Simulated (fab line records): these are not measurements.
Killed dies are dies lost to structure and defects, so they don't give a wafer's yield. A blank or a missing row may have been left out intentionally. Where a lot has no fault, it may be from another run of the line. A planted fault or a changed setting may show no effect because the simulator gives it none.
The same fault as seen by 2 desks || flow gf180mcu || only its own numbers are on each desk; what lay behind them is given at the end

THE METROLOGY DESK
What the gauges read for every lot (on any tool): the sampled wafers with a number, averaged. If a lot's mean is further than 4 standard deviations from the usual mean, the lot is out of limits and carries the mark OUT (the distance appears in the brackets). Of its 8 readings 7 are shown: those that lie furthest out on some lot.
Columns: A = cd nm at GF_PSD_CD_MEAS_07, usual 400.4 nm; B = PSD_OVL at GF_PSD_OVL_MEAS_08, usual -0.9 nm; C = PSD_TW at GF_PSD_TW_MEAS_11, usual 3182; D = PSD_RS at GF_PSD_RS_MEAS_15, usual 107.61 ohm/sq; E = SAB_CVD_00_THK at GF_SAB_THK_MEAS_01, usual 50.0 nm; F = cd nm at GF_SAB_CD_MEAS_09, usual 419.4 nm; G = SAB_OVL at GF_SAB_OVL_MEAS_10, usual -0.4 nm
{"lot": "L888", "first seen here": "day 16 04:56", "A": 399.6, "B": -2.2, "C": 3161, "D": 107.55, "E": 50.1, "F": 420.2, "G": -0.4}
{"lot": "L894", "first seen here": "day 18 02:20", "A": 403.9, "B": 1.1, "C": 3140, "D": 107.77, "E": 48.8, "F": 422.6, "G": 1.7}
{"lot": "L896", "first seen here": "day 18 16:50", "A": 399.2, "B": 0.2, "C": 3238, "D": 107.11, "E": 49.6, "F": 418.9, "G": -0.8}
{"lot": "L898", "first seen here": "day 19 18:34", "A": 401.5, "B": 0.2, "C": 3156, "D": 107.96, "E": 49.0, "F": 417.2, "G": -1.2}
{"lot": "L902", "first seen here": "day 21 00:23", "A": 401.2, "B": -1.2, "C": 3172, "D": 107.56, "E": 50.0, "F": 418.1, "G": 0.9}
{"lot": "L905", "first seen here": "day 22 00:37", "A": 396.2, "B": 0.1, "C": 3162, "D": 107.69, "E": 50.7, "F": 414.6, "G": 0.4}
This desk found nothing out of limits on any of the 6 lots.

AT THE TOOL OWNER'S DESK: pecvd-01
The tool's own readings at GF_SAB_CVD_00 (deposits SiO2 from TEOS, target thk 50 nm, time 4.9302 s): means of the sampled wafers that have a number, for each lot that ran on this tool. If a lot's mean is further than 4 standard deviations from the usual mean, the lot is out of limits and carries the mark OUT (the distance appears in the brackets).
Columns: A = heater power w at GF_SAB_CVD_00, usual 703 W
{"lot": "L894", "first seen here": "day 18 03:08", "A": 722}
{"lot": "L898", "first seen here": "day 19 19:23", "A": 710}
{"lot": "L905", "first seen here": "day 22 01:28", "A": 730}
This desk found nothing out of limits on any of the 3 lots.

PUT TOGETHER
The metrology desk saw nothing out of limits.
Nothing out of limits was seen by the tool owner's desk.

WHAT WAS PUT IN BY THE SIMULATOR
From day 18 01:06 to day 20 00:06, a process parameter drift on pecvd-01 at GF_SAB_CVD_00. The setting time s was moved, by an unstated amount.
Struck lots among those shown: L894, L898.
